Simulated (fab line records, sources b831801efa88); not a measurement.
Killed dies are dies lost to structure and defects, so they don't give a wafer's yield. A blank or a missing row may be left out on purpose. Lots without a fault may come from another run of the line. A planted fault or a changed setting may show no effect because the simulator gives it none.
A struck lot beside a sound one | flow gf180mcu | 15 steps out of a route of 602
Sound: wafers L390.3, L390.5, L390.6. Struck: wafers L393.1, L393.3, L393.4. The cause comes at the end.
At each step with rows: each side's tool, then ch and its chambers, then its first start. Under that, the readings that differ: sound wafers | struck wafers | difference of the means | sigmas: that difference in standard deviations of wafers without a fault.
alike: readings whose means differ by less than 2 such deviations, and words and numbers that are the same on both sides. not compared: withheld readings, readings that some wafer has no value for, bounds like >300 that may hide the same value, and numbers for which the record gives no deviation and whose values overlap.
The two part at a step that has a row with sigmas, a row that says differs or no value, or rows on one side only. Numbers that don't overlap but have no deviation are shown without sigmas and don't part them. A reading that every wafer of one side lacks parts them only if that side has two wafers or more.

first, 8 steps without rows for these wafers: GF_V1_DEHYDRATE_06 (time 60 s); GF_V1_HMDS_07 (prime time 60 s); GF_V1_COAT_08; GF_V1_COAT_09 (resist thk 1000 nm); GF_V1_SOFTBAKE_10 (time 60 s); GF_V1_EXPOSE_11 (exposes mask Via1, target cd 260 nm); GF_V1_PEB_12 (peb time 90 s); GF_V1_DEVELOP_13 (develop time 60 s).
GF_V1_CD_MEAS_14: target cd 260 nm.
  sound on cd_sem-01, day 19 09:49; struck on cd_sem-01, day 20 09:04
  alike: cd_nm
GF_V1_OVL_MEAS_15:
  sound on overlay-02, day 19 09:54; struck on overlay-01, day 20 09:11
  alike: V1_OVL
GF_V1_ETCH_16: etches BARC in N2/H2.
  sound on rie_diel-01 ch 0,1,2, day 19 09:56; struck on rie_diel-04 ch 1,2, day 20 09:14
  alike: drypump_motor_current_A, oes_product_au, throttle_valve_pct
GF_V1_ETCH_17: etches SiO2 in C4F8/O2/Ar, stops on TiN, target depth 630 nm.
  sound on rie_diel-01 ch 0,1,2; struck on rie_diel-04 ch 1,2
  alike: oes_product_au
GF_V1_STRIP_18: strips in O2/N2.
  sound on plasma_asher-04 ch 0,1, day 19 10:05; struck on plasma_asher-04 ch 0,1, day 20 09:22
  reading                        | sound                | struck               | difference | sigmas
  chamber_pressure_mTorr (mTorr) | 1500.4 1499.8 1497.3 | 1802.6 1799.2 1798.8 | +301.0     | +99 or more
  alike: drypump_motor_current_A, heater_power_w, oes_product_au
  not compared: rf_hours_counter_h
then, 1 step without rows for these wafers: GF_V1_STRIP_19 (strips in post etch residue remover, time 1200 s).
GF_PASSIVATION_PROBE_99:
  the record has rows for the sound wafers here (prober-01, day 30 01:53) and none for the struck ones

WHERE THEY PART
First at GF_V1_STRIP_18; last, within this record, at GF_PASSIVATION_PROBE_99.

WHY: what the simulator had put in
Process parameter drift: plasma_asher-04, from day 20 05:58 on, at GF_V1_STRIP_18. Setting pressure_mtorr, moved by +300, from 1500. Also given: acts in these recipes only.
